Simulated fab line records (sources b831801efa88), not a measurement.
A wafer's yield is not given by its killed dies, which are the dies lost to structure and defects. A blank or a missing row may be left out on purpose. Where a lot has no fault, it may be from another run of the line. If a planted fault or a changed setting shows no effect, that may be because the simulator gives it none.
Struck lot and sound lot, side by side | flow sky130 | 15 out of 708 route steps
Sound: these wafers, L898.3, L898.5, L898.6. Wafers struck: L901.1, L901.2, L901.4. The cause is named last.
For every step that has rows: the tool of each side, followed by ch and its chambers, followed by its first start. Under that, the readings that differ: sound wafers | struck wafers | difference of the means | sigmas: that difference in standard deviations of wafers without a fault.
alike: a reading whose means differ by less than 2 such deviations, as well as words and numbers matching on both sides. not compared: withheld readings; readings where some wafer has no value; bounds like >300 that might hide an equal value; numbers whose values overlap and for which the record gives no deviation.
A row with sigmas, a row that says differs or no value, or rows on one side alone: a step with any of these is where the two part. Non-overlapping numbers with no deviation appear without sigmas and do not part them. A reading that every wafer of one side lacks parts them only if that side has two wafers or more.

first, 3 steps without rows for these wafers: SKY_PASSIVATION_EXPOSE_08 (exposes mask NSM, target cd 3000 nm); SKY_PASSIVATION_PEB_09; SKY_PASSIVATION_DEVELOP_10 (develop time 60 s).
SKY_PASSIVATION_ETCH_11: etches the open film in CF4/O2, stops on AlCu, target depth 725 nm, time 161.1 s.
  sound on rieDiel-03 ch 0,3, day 49 02:19; struck on rieDiel-02 ch 0,1,2, day 49 16:34
reading                  | sound       | struck      | difference | sigmas
drypumpMotorCurrentA (A) | 5.1 5.3 5.0 | 5.9 6.1 6.7 | +1.1       | +2
  alike: biasW, oesProductAu, throttleValvePct
  not compared: rfHoursCounterH
SKY_PASSIVATION_STRIP_12: strips in O2/N2.
  sound on plasmaAsher-04 ch 0,1, day 49 02:27; struck on plasmaAsher-02 ch 0,1, day 49 16:40
  alike: drypumpMotorCurrentA, oesProductAu, stripTimeToEndpointS
  not compared: rfHoursCounterH
then, 7 steps without rows for these wafers: SKY_PAD_OPEN_DEHYDRATE_00 (time 60 s); SKY_PAD_OPEN_HMDS_01 (prime time 60 s); SKY_PAD_OPEN_COAT_02 (resist thk 3000 nm); SKY_PAD_OPEN_SOFTBAKE_03; SKY_PAD_OPEN_EXPOSE_04 (exposes mask PDM, target cd 60000 nm); SKY_PAD_OPEN_PEB_05; SKY_PAD_OPEN_DEVELOP_06 (develop time 60 s).
SKY_PAD_OPEN_ETCH_07: etches the open film in CF4/O2, stops on AlCu, target depth 725 nm, time 161.1 s.
  sound on rieDiel-04 ch 1,2, day 49 18:55; struck on rieDiel-02 ch 0,1,3, day 50 09:02
reading   | sound             | struck            | difference | sigmas
biasW (W) | 150.4 149.2 150.6 | 161.6 161.3 161.3 | +11.3      | +26
  alike: drypumpMotorCurrentA, oesProductAu, throttleValvePct
  not compared: rfHoursCounterH
SKY_PAD_OPEN_STRIP_08: strips in O2/N2.
  sound on plasmaAsher-01 ch 0,1, day 49 19:02; struck on plasmaAsher-02 ch 0,1, day 50 09:09
  alike: drypumpMotorCurrentA, oesProductAu
  not compared: rfHoursCounterH
SKY_PAD_OPEN_PROBE_99:
  sound on prober-02, day 49 21:23; struck on prober-01, day 50 11:22
reading       | sound | struck | difference | sigmas
killedAtOther | 2 2 0 | 0 0 0  | -1         | -2
  alike: defectLimitedYield, killed_at_M0_to_M3, killed_at_M4_up, killedAtContacts, killedAtFrontEnd, killedDies, killedOpen, killedShort, sort_bin_3_pad_short, sort_bin_5_function, sort_bin_6_memory, sortNPass, sortYieldPct

WHERE THEY PART
First at SKY_PASSIVATION_ETCH_11; last, within this record, at SKY_PAD_OPEN_PROBE_99.

WHY: whatever the simulator had introduced
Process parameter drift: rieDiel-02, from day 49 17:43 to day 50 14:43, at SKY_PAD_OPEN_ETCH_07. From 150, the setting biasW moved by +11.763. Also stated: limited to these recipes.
